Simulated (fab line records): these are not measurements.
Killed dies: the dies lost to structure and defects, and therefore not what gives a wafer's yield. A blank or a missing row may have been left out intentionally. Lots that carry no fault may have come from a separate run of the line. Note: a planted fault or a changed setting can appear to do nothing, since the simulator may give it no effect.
fab line records | flow sky130
[record] lots = 11 wafers = 33 last-day = 50
route steps=708 shown VIA4@642 METAL5@665 PAD_OPEN@708
lots with no fault: from the same line, run without faults
start-h: hours from the record's first day to the start of the lot's first wafer shown | wait-h: hours from the lot's prior step to this one | " as in the row above | L1.1+2: several wafers, shown together as one row | - no value, or no start was given | * or withheld: withheld | < > ~ a bound
route shown NAME@n: NAME is a module with steps in the file, n the number in the route of the first one | usual: mean/standard deviation taken from wafers without a fault | same: alike in all rows | chamber/n: place in a boat | sites: the reading at each site | _std_site: standard deviation of those values | _edge_site: mean of outer sites minus mean of inner sites | radius-mm: for every site, how far away it sits from the centre of the wafer | mask NAME#n: copy n | behind: the tool/chamber that last shaped the wafer | hold: the reason the lot was held/the length of the hold in hours/how it ended | device: the transistor (n, p or np) that didn't switch | end of line: the tests these same wafers got at the end of their route | a step without rows: its recipe alone | killed: dies that structure and defects cost at the first sort, which is not the same as the wafer's yield | map: shows each die of a wafer: x if killed, . if not, _ if none is there
set.NAME: setting as actually run; set.NAME@STEP: the setting as run at that earlier step | model.NAME: the simulator's own value behind a step, which no gauge read
route steps across a sampled set of lots; one table per step, one row per wafer
services: a tool's chamber out of use, with start hour (start-h, from the record's first day; less than 0 if before it), hours out, and reason
[[steps]]
[step SKY_VIA4_BOW_MEAS_03]
[recipe] mode = bow
[usual] VIA4_BOW = 80/9
// columns lot.wafer tool chamber start-h wait-h VIA4_BOW[um]
L119.2 film-metro-01 - 978.43 0.3 87
L119.4 " - " " 80
L119.5 " - " " 83
L121.2 film-metro-03 - 988.17 0.2 84
L121.4 " - " " 85
L121.5 " - " " 78
L122.2 film-metro-04 - 998.38 0.1 104
L122.3 " - " " 96
L122.5 " - " " 86
L125.1 film-metro-04 - 1018.15 0.1 83
L125.2 " - " " 81
L125.5 " - " " 88
L128.4 film-metro-01 - 1049.56 0.2 82
L128.5 " - " " 77
L128.6 " - " " 85
L134.1 film-metro-03 - 1085.34 0.1 76
L134.2 " - " " 74
L134.6 " - " " 73
L136.1 film-metro-03 - 1097.45 0.1 78
L136.3 " - " " 86
L136.4 " - " " 93
L135.1 film-metro-01 - 1098.93 0.2 81
L135.4 " - " " 89
L135.6 " - " " 71
L138.1 film-metro-03 - 1106.15 0.1 82
L138.3 " - " " 80
L138.5 " - " " 73
L140.3 film-metro-03 - 1115.65 0.2 84
L140.4 " - " " 80
L140.5 " - " " 63
L141.2 film-metro-01 - 1120.95 0.1 61
L141.3 " - " " 66
L141.4 " - " " 63
[step SKY_VIA4_STRIP_13]
[recipe] chemistry = O2/N2 power-w = 1400 pressure-mtorr = 1500 platen-temp-c = withheld o2-flow-sccm = 3000 n2-flow-sccm = 300 overash-fraction = 0.5
[usual] drypump-motor-current-A = 5.7/0.46 n2-flow-sccm = 299.9/0.79 oes-product-au = 0.710/0.0045 strip-time-to-endpoint-s = 12.805/0.025
// columns lot.wafer tool chamber start-h wait-h drypump-motor-current-A n2-flow-sccm oes-product-au rf-hours-counter-h strip-time-to-endpoint-s
L119.2 plasma-asher-02 1 1001.37 - 5.4 300.1 0.711 53 12.795
L119.4 " 1 " " 5.5 300.8 0.716 - 12.811
L119.5 " 1 " " 5.4 301.2 0.704 - 12.803
L121.2 plasma-asher-04 0 1010.62 - 5.9 300.4 0.708 121 12.778
L121.4 " 0 " " 5.9 299.8 0.716 - 12.796
L121.5 " 1 " " 5.0 300.7 0.713 - 12.818
L122.2 plasma-asher-02 1 1020.49 - 5.4 299.0 0.711 55 12.790
L122.3 " 1 " " 5.4 298.6 0.706 - 12.800
L122.5 " 0 " " 6.3 300.3 0.711 - 12.816
L125.1 plasma-asher-03 1 1040.65 - 5.7 300.0 0.712 91 12.837
L125.2 " 0 " " 5.9 299.2 0.713 91 12.798
L125.5 " 1 " " 5.6 299.4 0.714 - 12.759
L128.4 plasma-asher-02 1 1071.68 - 5.5 299.7 0.709 - 12.769
L128.5 " 1 " " 5.5 300.1 0.701 - 12.826
L128.6 " 0 " " 6.3 300.7 0.707 - 12.800
L134.1 plasma-asher-02 0 1105.20 - 6.4 300.1 0.710 63 12.816
L134.2 " 1 " " 5.5 300.3 0.706 63 12.771
L134.6 " 1 " " 5.5 299.7 0.714 - 12.823
L136.1 plasma-asher-04 1 1116.45 - 4.9 299.5 0.707 5 12.760
L136.3 " 1 " " 5.0 300.4 0.707 - 12.812
L136.4 " 0 " " 5.9 300.3 0.700 - 12.782
L135.1 plasma-asher-02 0 1118.72 - 6.3 301.4 0.699 64 12.803
L135.4 " 0 " " 6.4 301.0 0.709 - 12.768
L135.6 " 1 " " 5.4 300.0 0.714 - 12.768
L138.1 plasma-asher-03 1 1125.17 - 5.6 299.3 0.708 99 12.835
L138.3 " 0 " " 5.9 301.6 0.713 - 12.780
L138.5 " 0 " " 5.9 300.8 0.714 - 12.838
L140.3 plasma-asher-03 0 1135.33 - 5.9 300.5 0.707 - 12.801
L140.4 " 1 " " 5.7 299.5 0.709 - 12.812
L140.5 " 0 " " 5.9 300.1 0.702 - 12.771
L141.2 plasma-asher-02 1 1139.39 - 5.4 300.9 0.706 66 12.813
L141.3 " 0 " " 6.3 298.3 0.718 - 12.803
L141.4 " 1 " " 5.4 300.0 0.710 - 12.814
[step SKY_VIA4_SPUTTER_17]
[recipe] material = TiN target-thk-nm = 20 chamber-pressure-pa = 5 power-w = 4000 time-s = 80
[usual] cathode-dc-power-W = 4000.1/0.71 chamber-pressure-pa = 5.000/0.01 throttle-valve-pct = 29.8/0.96 time-s = 80/0
// columns lot.wafer tool chamber start-h wait-h cathode-dc-power-W chamber-pressure-pa throttle-valve-pct time-s
L119.2 pvd-sputter-03 - 1002.06 0.0 4000.5 4.994 29.8 80
L119.4 " - " " 4000.0 4.988 29.2 80
L119.5 " - " " 4000.6 4.996 29.1 80
L121.2 pvd-sputter-03 - 1011.21 0.0 3998.9 5.002 29.1 80
L121.4 " - " " 3999.4 4.992 29.9 80
L121.5 " - " " 4000.3 5.006 30.7 80
L122.2 pvd-sputter-02 - 1021.12 0.0 4000.4 5.001 28.8 80
L122.3 " - " " 3999.1 4.986 29.9 80
L122.5 " - " " 4000.3 5.006 29.1 80
L125.1 pvd-sputter-04 - 1041.28 0.0 4000.1 5.008 31.0 80
L125.2 " - " " 3999.6 4.996 30.9 80
L125.5 " - " " 4000.8 4.998 29.9 80
L128.4 pvd-sputter-02 - 1072.31 0.0 3999.8 5.031 29.3 80
L128.5 " - " " 3998.8 4.993 29.6 80
L128.6 " - " " 4001.3 5.008 28.9 80
L134.1 pvd-sputter-04 - 1105.83 0.0 - - - -
L134.2 " - " " - - - -
L134.6 " - " " - - - -
L136.1 pvd-sputter-04 - 1117.10 0.0 4000.7 5.004 30.2 80
L136.3 " - " " 4000.4 4.996 31.0 80
L136.4 " - " " 4000.2 4.979 31.1 80
L135.1 pvd-sputter-03 - 1119.39 0.0 - - - -
L135.4 " - " " - - - -
L135.6 " - " " - - - -
L138.1 pvd-sputter-03 - 1125.76 0.0 3999.4 4.979 29.1 80
L138.3 " - " " 3999.1 5.013 29.3 80
L138.5 " - " " 4000.7 4.999 30.7 80
L140.3 pvd-sputter-04 - 1136.00 0.0 3999.7 5.005 30.2 80
L140.4 " - " " 3999.7 5.012 28.2 80
L140.5 " - " " 4000.8 5.012 31.0 80
L141.2 pvd-sputter-04 - 1139.99 0.0 4000.7 5.012 31.4 80
L141.3 " - " " 4000.6 5.017 30.0 80
L141.4 " - " " 3999.5 4.997 31.1 80
[step SKY_METAL5_SPUTTER_04]
[recipe] material = TiN target-thk-nm = 70 power-w = 6500 time-s = 58.3 chamber-pressure-pa = 0.4
[usual] cathode-dc-power-W = 6499.9/1.2 chamber-pressure-pa = 0.3999/0.00086 throttle-valve-pct = 29.7/0.57
[same] time-s = 58.3
// columns lot.wafer tool chamber start-h wait-h cathode-dc-power-W chamber-pressure-pa throttle-valve-pct
L119.2 pvd-sputter-01 - 1003.09 0.0 6499.9 0.3997 29.1
L119.4 " - " " 6498.7 0.4011 29.6
L119.5 " - " " 6500.7 0.4000 30.1
L121.2 pvd-sputter-01 - 1012.23 0.0 6500.4 0.3997 30.3
L121.4 " - " " 6501.1 0.4005 29.7
L121.5 " - " " 6499.8 0.3993 29.2
L122.2 pvd-sputter-02 - 1021.93 0.0 6501.3 0.3984 29.4
L122.3 " - " " 6498.1 0.4008 28.9
L122.5 " - " " 6500.0 0.4005 29.3
L125.1 pvd-sputter-03 - 1042.09 0.0 6501.1 0.3996 30.8
L125.2 " - " " 6499.0 0.4005 29.3
L125.5 " - " " 6499.4 0.3998 30.0
L128.4 pvd-sputter-01 - 1073.09 0.0 6500.3 0.4003 29.9
L128.5 " - " " 6499.1 0.4002 29.9
L128.6 " - " " 6499.6 0.3997 29.1
L136.1 pvd-sputter-03 - 1117.91 0.0 6499.3 0.3990 29.2
L136.3 " - " " 6499.9 0.3996 30.8
L136.4 " - " " 6498.8 0.3994 29.7
L138.1 pvd-sputter-03 - 1126.57 0.0 6499.2 0.4002 30.7
L138.3 " - " " 6501.1 0.4004 29.0
L138.5 " - " " 6500.8 0.4001 29.8
L140.3 pvd-sputter-03 - 1136.81 0.0 6500.2 0.3988 29.0
L140.4 " - " " 6500.7 0.4023 30.7
L140.5 " - " " 6500.1 0.3995 30.1
L141.2 pvd-sputter-03 - 1140.80 0.0 6499.2 0.3998 29.9
L141.3 " - " " 6501.3 0.4008 29.3
L141.4 " - " " 6499.4 0.4009 30.7
[step SKY_PAD_OPEN_PROBE_99]
[usual] defect-limited-yield = 82.4/1.7 killed_at_M0_to_M3 = 44/6.9 killed_at_M4_up = 3.3/1.7 killed-at-contacts = 24/4.7 killed-at-front-end = 15/4.5 killed-at-other = 0.2/0.49 killed-dies = 86/8.4 killed-on-rim = 17/4.2 killed-open = 47/6.5 killed-short = 39/6 sort_bin_3_pad_short = 0.9/0.4 sort_bin_5_function = 10.4/1.5 sort_bin_6_memory = 6.3/1 sort-n-pass = 406/8.4 sort-yield-pct = 82.4/1.7
[same] gross-dies = 492 killed-at-back-side = 0 sort_bin_4_leakage[%] = 0 sort_bin_8_speed[%] = 0
// columns lot.wafer tool chamber start-h wait-h defect-limited-yield[%] killed_at_M0_to_M3 killed_at_M4_up killed-at-contacts killed-at-front-end killed-at-other killed-dies killed-on-rim killed-open killed-short sort_bin_3_pad_short[%] sort_bin_5_function[%] sort_bin_6_memory[%] sort-n-pass sort-yield-pct[%]
L119.2 prober-01 - 1072.81 0.1 82.5 39 3 29 15 0 86 20 41 45 0.6 10.6 6.3 406 82.5
L119.4 prober-01 - 1072.91 0.2 81.5 40 4 25 22 0 91 12 54 37 1.0 10.4 7.1 401 81.5
L119.5 prober-01 - 1072.96 0.2 80.9 46 4 26 16 2 94 21 50 44 1.0 10.6 7.5 398 80.9
L121.2 prober-02 - 1080.72 0.1 82.7 47 1 21 15 1 85 17 42 43 1.2 12.2 3.9 407 82.7
L121.4 prober-02 - 1080.82 0.2 80.1 47 4 27 20 0 98 20 53 45 1.6 10.4 7.9 394 80.1
L121.5 prober-02 - 1080.87 0.2 81.5 45 3 23 20 0 91 15 48 43 0.6 10.2 7.7 401 81.5
L122.2 prober-02 - 1090.85 0.1 83.3 41 4 24 13 0 82 14 44 38 1.0 10.8 4.9 410 83.3
L122.3 prober-02 - 1090.90 0.2 80.1 53 3 23 18 1 98 24 54 44 1.6 11.8 6.5 394 80.1
L122.5 prober-02 - 1091.00 0.2 83.3 42 5 20 15 0 82 16 45 37 0.2 11.4 5.1 410 83.3
L125.1 prober-01 - 1108.03 0.1 79.7 54 2 24 20 0 100 21 58 42 2.2 10.0 8.1 392 79.7
L125.2 prober-01 - 1108.08 0.1 83.9 41 2 24 12 0 79 19 48 31 0.6 9.3 6.1 413 83.9
L125.5 prober-01 - 1108.23 0.2 85.0 32 2 27 12 1 74 15 48 26 0.6 7.9 6.5 418 85.0
L128.4 prober-01 - 1136.09 0.2 83.3 41 3 23 15 0 82 17 50 32 0.4 11.2 5.1 410 83.3
L128.5 prober-01 - 1136.14 0.2 83.9 52 2 11 14 0 79 15 36 43 0.2 11.0 4.9 413 83.9
L128.6 prober-01 - 1136.19 0.2 82.3 44 3 26 14 0 87 14 49 38 0.2 12.2 5.3 405 82.3
L134.1 prober-01 - 1165.84 0.1 0 39 421 27 5 0 492 96 32 42 0.4 94.3 5.3 0 0
L134.2 prober-01 - 1165.89 0.1 0 60 409 16 7 0 492 96 48 38 1.2 92.9 5.9 0 0
L134.6 prober-01 - 1166.09 0.2 0 44 413 20 15 0 492 96 44 39 1.2 91.5 7.3 0 0
L136.1 prober-02 - 1176.64 0.1 81.7 43 3 27 16 1 90 18 57 33 0.4 11.2 6.7 402 81.7
L136.3 prober-02 - 1176.74 0.2 81.1 60 3 22 8 0 93 20 57 36 1.0 10.8 7.1 399 81.1
L136.4 prober-02 - 1176.79 0.2 82.7 43 4 27 11 0 85 22 49 36 0.4 10.0 6.9 407 82.7
L135.1 prober-01 - 1179.41 0.1 0 42 400 33 17 0 492 96 55 38 1.2 92.9 5.9 0 0
L135.4 prober-01 - 1179.56 0.2 0 44 413 16 18 1 492 96 40 43 0 91.1 8.9 0 0
L135.6 prober-01 - 1179.66 0.2 0 40 408 21 21 2 492 96 48 39 0.8 93.3 5.9 0 0
L138.1 prober-02 - 1183.93 0.1 81.9 50 6 23 10 0 89 24 52 37 0.6 10.4 7.1 403 81.9
L138.3 prober-02 - 1184.03 0.2 83.5 41 4 23 13 0 81 15 47 34 0.6 9.6 6.3 411 83.5
L138.5 prober-02 - 1184.13 0.2 83.7 38 1 17 24 0 80 15 47 33 1.2 7.9 7.1 412 83.7
L140.3 prober-01 - 1192.16 0.2 83.5 37 3 23 18 0 81 18 40 41 0.8 9.6 6.1 411 83.5
L140.4 prober-01 - 1192.21 0.2 82.5 37 5 25 19 0 86 20 49 37 0.8 10.4 6.3 406 82.5
L140.5 prober-01 - 1192.26 0.2 82.9 36 4 22 21 1 84 13 44 40 1.0 10.0 6.1 408 82.9
L141.2 prober-02 - 1195.52 0.1 78.9 56 3 30 15 0 104 20 53 51 0.6 13.2 7.3 388 78.9
L141.3 prober-02 - 1195.57 0.2 84.1 37 7 19 15 0 78 17 41 37 1.4 9.1 5.3 414 84.1
L141.4 prober-02 - 1195.62 0.2 82.1 44 3 25 16 0 88 26 48 40 0.8 12.2 4.9 404 82.1
// killed by level:class
L119.2 CONTACT:geometric-particle:open=15 METAL1:geometric-particle:short=9 VIA1:geometric-particle:open=7 METAL2:geometric-particle:short=6 FIELD_ISO:geometric-particle:short=5 SPACER:geometric-particle:short=4 LI_CONTACT:geometric-particle:short=4 LI_CONTACT:geometric-particle:open=4
L119.4 VIA3:geometric-particle:open=9 CONTACT:geometric-particle:open=8 FIELD_ISO:geometric-particle:open=7 VIA1:geometric-particle:open=7 METAL2:geometric-particle:short=7 FIELD_ISO:geometric-particle:short=6 CONTACT:geometric-particle:short=6 POLY_GATE:geometric-particle:open=5
L119.5 VIA1:geometric-particle:short=12 CONTACT:geometric-particle:open=10 VIA1:geometric-particle:open=9 VIA2:geometric-particle:open=7 FIELD_ISO:geometric-particle:open=6 FIELD_ISO:geometric-particle:short=6 LI_CONTACT:geometric-particle:open=6 CONTACT:geometric-particle:short=5
L121.2 METAL1:geometric-particle:short=8 VIA3:geometric-particle:open=8 LI_CONTACT:geometric-particle:open=6 METAL2:geometric-particle:short=6 VIA1:geometric-particle:open=6 LI_CONTACT:geometric-particle:short=5 VIA2:geometric-particle:open=5 POLY_GATE:geometric-particle:open=4
L121.4 LI_CONTACT:geometric-particle:open=10 FIELD_ISO:geometric-particle:short=9 CONTACT:geometric-particle:open=9 VIA1:geometric-particle:open=9 VIA2:geometric-particle:open=9 VIA3:geometric-particle:short=8 POLY_GATE:geometric-particle:short=5 LOCAL_INTERCONNECT:geometric-particle:short=5
L121.5 VIA2:geometric-particle:open=10 METAL1:geometric-particle:short=9 VIA1:geometric-particle:open=8 POLY_GATE:geometric-particle:short=7 CONTACT:geometric-particle:open=6 FIELD_ISO:geometric-particle:short=4 LI_CONTACT:geometric-particle:open=4 LOCAL_INTERCONNECT:geometric-particle:short=4
L122.2 VIA1:geometric-particle:open=15 CONTACT:geometric-particle:open=7 LOCAL_INTERCONNECT:geometric-particle:short=5 METAL2:geometric-particle:short=5 FIELD_ISO:geometric-particle:open=4 FIELD_ISO:geometric-particle:short=4 CONTACT:geometric-particle:short=4 VIA3:geometric-particle:open=4
L122.3 VIA1:geometric-particle:open=13 CONTACT:geometric-particle:open=10 VIA2:geometric-particle:open=10 VIA3:geometric-particle:open=7 METAL2:geometric-particle:short=7 CONTACT:geometric-particle:short=6 POLY_GATE:geometric-particle:short=5 SPACER:geometric-particle:short=5
L122.5 CONTACT:geometric-particle:open=12 VIA2:geometric-particle:open=8 VIA1:geometric-particle:short=7 VIA1:geometric-particle:open=6 POLY_GATE:geometric-particle:short=5 METAL2:geometric-particle:short=5 FIELD_ISO:geometric-particle:open=4 METAL1:geometric-particle:short=4
L125.1 VIA1:geometric-particle:open=19 LI_CONTACT:geometric-particle:open=8 VIA2:geometric-particle:open=8 CONTACT:geometric-particle:open=7 FIELD_ISO:geometric-particle:open=6 FIELD_ISO:geometric-particle:short=6 VIA3:geometric-particle:open=5 VIA1:geometric-particle:short=5
L125.2 CONTACT:geometric-particle:open=12 VIA1:geometric-particle:open=11 VIA1:geometric-particle:short=8 VIA3:geometric-particle:open=8 CONTACT:geometric-particle:short=6 LI_CONTACT:geometric-particle:open=4 VIA2:geometric-particle:open=4 FIELD_ISO:geometric-particle:open=3
L125.5 CONTACT:geometric-particle:open=11 LI_CONTACT:geometric-particle:open=8 VIA1:geometric-particle:open=7 VIA2:geometric-particle:open=6 VIA1:geometric-particle:short=5 VIA3:geometric-particle:open=5 FIELD_ISO:geometric-particle:short=4 POLY_GATE:geometric-particle:open=3
L128.4 LI_CONTACT:geometric-particle:open=8 CONTACT:geometric-particle:open=8 METAL2:geometric-particle:short=7 METAL1:geometric-particle:short=7 VIA2:geometric-particle:open=7 FIELD_ISO:geometric-particle:open=5 VIA1:geometric-particle:open=5 POLY_GATE:geometric-particle:open=4
L128.5 METAL2:geometric-particle:short=12 VIA1:geometric-particle:open=7 LI_CONTACT:geometric-particle:open=6 VIA2:geometric-particle:open=6 VIA1:geometric-particle:short=6 VIA3:geometric-particle:open=6 FIELD_ISO:geometric-particle:short=5 METAL1:geometric-particle:short=5
L128.6 VIA1:geometric-particle:open=10 VIA2:geometric-particle:open=8 LI_CONTACT:geometric-particle:open=6 VIA3:geometric-particle:open=6 LOCAL_INTERCONNECT:geometric-particle:short=6 CONTACT:geometric-particle:short=6 CONTACT:geometric-particle:open=6 METAL1:geometric-particle:short=6
L134.1 VIA4:area-sputter=418 LOCAL_INTERCONNECT:geometric-particle:short=9 LI_CONTACT:geometric-particle:open=6 CONTACT:geometric-particle:open=6 VIA1:geometric-particle:open=6 METAL2:geometric-particle:short=6 VIA2:geometric-particle:open=5 VIA3:geometric-particle:open=5
L134.2 VIA4:area-sputter=406 VIA1:geometric-particle:open=13 VIA3:geometric-particle:open=10 CONTACT:geometric-particle:open=9 METAL2:geometric-particle:short=8 VIA2:geometric-particle:open=7 VIA1:geometric-particle:short=7 METAL3:geometric-particle:short=5
L134.6 VIA4:area-sputter=409 VIA1:geometric-particle:open=11 METAL1:geometric-particle:short=8 VIA3:geometric-particle:open=7 VIA2:geometric-particle:open=7 CONTACT:geometric-particle:open=5 POLY_GATE:geometric-particle:short=4 LI_CONTACT:geometric-particle:open=4
L136.1 CONTACT:geometric-particle:open=13 VIA3:geometric-particle:open=10 VIA1:geometric-particle:open=9 LI_CONTACT:geometric-particle:open=6 LOCAL_INTERCONNECT:geometric-particle:short=6 VIA2:geometric-particle:open=6 POLY_GATE:geometric-particle:open=5 VIA2:geometric-particle:short=5
L136.3 VIA1:geometric-particle:open=15 VIA3:geometric-particle:open=9 VIA2:geometric-particle:open=8 VIA3:geometric-particle:short=7 LI_CONTACT:geometric-particle:open=7 CONTACT:geometric-particle:short=6 METAL1:geometric-particle:short=6 CONTACT:geometric-particle:open=5
L136.4 CONTACT:geometric-particle:open=16 VIA3:geometric-particle:open=10 METAL3:geometric-particle:short=6 VIA1:geometric-particle:open=6 VIA2:geometric-particle:open=5 FIELD_ISO:geometric-particle:short=4 LOCAL_INTERCONNECT:geometric-particle:short=4 CONTACT:geometric-particle:short=4
L135.1 VIA4:area-sputter=399 CONTACT:geometric-particle:open=12 VIA3:geometric-particle:open=10 VIA1:geometric-particle:open=10 LI_CONTACT:geometric-particle:open=8 CONTACT:geometric-particle:short=7 METAL1:geometric-particle:short=7 FIELD_ISO:geometric-particle:open=6
L135.4 VIA4:area-sputter=409 VIA1:geometric-particle:open=9 METAL1:geometric-particle:short=7 LI_CONTACT:geometric-particle:open=6 VIA3:geometric-particle:open=5 VIA2:geometric-particle:short=5 VIA2:geometric-particle:open=5 VIA1:geometric-particle:short=4
L135.6 VIA4:area-sputter=405 CONTACT:geometric-particle:open=9 LI_CONTACT:geometric-particle:open=7 VIA1:geometric-particle:open=7 VIA2:geometric-particle:open=6 FIELD_ISO:geometric-particle:short=5 POLY_GATE:geometric-particle:open=5 FIELD_ISO:geometric-particle:open=4
L138.1 VIA1:geometric-particle:open=14 CONTACT:geometric-particle:open=7 LI_CONTACT:geometric-particle:open=7 VIA3:geometric-particle:open=5 METAL1:geometric-particle:short=5 METAL1:geometric-particle:open=5 VIA2:geometric-particle:open=5 FIELD_ISO:geometric-particle:open=4
L138.3 VIA1:geometric-particle:open=17 CONTACT:geometric-particle:open=8 CONTACT:geometric-particle:short=6 VIA2:geometric-particle:open=6 LI_CONTACT:geometric-particle:open=5 METAL1:geometric-particle:short=5 FIELD_ISO:geometric-particle:short=4 VIA2:geometric-particle:short=4
L138.5 VIA1:geometric-particle:open=16 FIELD_ISO:geometric-particle:open=9 FIELD_ISO:geometric-particle:short=6 LI_CONTACT:geometric-particle:open=6 VIA2:geometric-particle:short=4 CONTACT:geometric-particle:open=4 METAL1:geometric-particle:short=4 METAL2:geometric-particle:short=4
L140.3 CONTACT:geometric-particle:open=12 VIA2:geometric-particle:short=7 VIA1:geometric-particle:open=5 METAL2:geometric-particle:short=5 VIA2:geometric-particle:open=5 POLY_GATE:geometric-particle:open=4 LI_CONTACT:geometric-particle:open=4 CONTACT:geometric-particle:short=4
L140.4 CONTACT:geometric-particle:open=10 VIA1:geometric-particle:open=8 FIELD_ISO:geometric-particle:short=7 VIA2:geometric-particle:open=7 VIA3:geometric-particle:open=6 FIELD_ISO:geometric-particle:open=5 VIA3:geometric-particle:short=5 LI_CONTACT:geometric-particle:open=5
L140.5 VIA1:geometric-particle:open=11 LI_CONTACT:geometric-particle:open=7 POLY_GATE:geometric-particle:open=6 CONTACT:geometric-particle:open=6 VIA2:geometric-particle:open=6 FIELD_ISO:geometric-particle:short=4 POLY_GATE:geometric-particle:short=4 CONTACT:geometric-particle:short=4
L141.2 VIA1:geometric-particle:open=15 CONTACT:geometric-particle:open=11 METAL1:geometric-particle:short=8 FIELD_ISO:geometric-particle:short=7 LI_CONTACT:geometric-particle:open=7 VIA3:geometric-particle:open=7 VIA1:geometric-particle:short=6 CONTACT:geometric-particle:short=5
L141.3 CONTACT:geometric-particle:open=11 METAL1:geometric-particle:short=7 VIA1:geometric-particle:open=7 POLY_GATE:geometric-particle:short=6 VIA3:geometric-particle:short=6 METAL4:geometric-particle:short=6 LI_CONTACT:geometric-particle:open=5 VIA3:geometric-particle:open=5
L141.4 LI_CONTACT:geometric-particle:open=9 CONTACT:geometric-particle:open=9 VIA1:geometric-particle:open=8 VIA1:geometric-particle:short=7 FIELD_ISO:geometric-particle:open=5 METAL1:geometric-particle:short=5 VIA3:geometric-particle:open=5 VIA3:geometric-particle:short=5
[[services]]
// columns tool chamber start-h hours kind
plasma-asher-02 - 979.59 2.8 pm
plasma-asher-02 - 1009.30 3.3 repair
pvd-sputter-01 0 1019.69 - consumable-replace:kit
pvd-sputter-01 0 1019.69 18.0 scheduled-down
pvd-sputter-01 0 1019.69 18.0 vent-cycle
pvd-sputter-04 0 1044.01 - consumable-replace:kit
pvd-sputter-04 0 1044.01 18.0 scheduled-down
pvd-sputter-04 0 1044.01 18.0 vent-cycle
plasma-asher-03 - 1048.70 0.7 repair
plasma-asher-03 - 1052.56 2.0 repair
plasma-asher-04 - 1055.25 9.0 pm
pvd-sputter-02 2 1066.52 - consumable-replace:kit
pvd-sputter-02 2 1066.52 18.0 scheduled-down
pvd-sputter-02 2 1066.52 18.0 vent-cycle
pvd-sputter-03 1 1078.82 - consumable-replace:kit
pvd-sputter-03 1 1078.82 18.0 scheduled-down
pvd-sputter-03 1 1078.82 18.0 vent-cycle
pvd-sputter-01 3 1092.15 - consumable-replace:kit
pvd-sputter-01 3 1092.15 18.0 scheduled-down
pvd-sputter-03 - 1097.06 10.1 repair
plasma-asher-02 - 1102.52 1.6 repair
plasma-asher-04 - 1110.06 2.8 pm
pvd-sputter-02 - 1124.57 3.7 repair
plasma-asher-03 - 1129.10 1.5 repair
[[key]]
[first-sign] step = SKY_VIA4_SPUTTER_17 reading = tool-record direction = missing
[effect] step = SKY_PAD_OPEN_PROBE_99 reading = killed_at_M4_up direction = up sigmas = 99+ usual = 3.3 struck = 410.7
[more-kills-born-at] SKY_VIA4_SPUTTER_17@pvd-sputter-04 = 1233 SKY_VIA4_SPUTTER_17@pvd-sputter-03 = 1213
met-at SKY_VIA4_SPUTTER_17
struck-lots L134,L135
later-rows-left-out L134.1,L134.2,L134.6,L135.1,L135.4,L135.6
not-acting-at SKY_VIA4_BOW_MEAS_03,SKY_VIA4_STRIP_13,SKY_METAL5_SPUTTER_04
onset-between 1041.28 1105.83
[fault] kind = skipped-step-whole tool = pvd-sputter-03,pvd-sputter-04 chamber = - onset-h = 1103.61 steps = SKY_VIA4_SPUTTER_17 scope = struck-lots-only
// later-rows-left-out: the simulator's readings of these wafers behind a module that went badly wrong aren't trusted and aren't shown, but for the sort
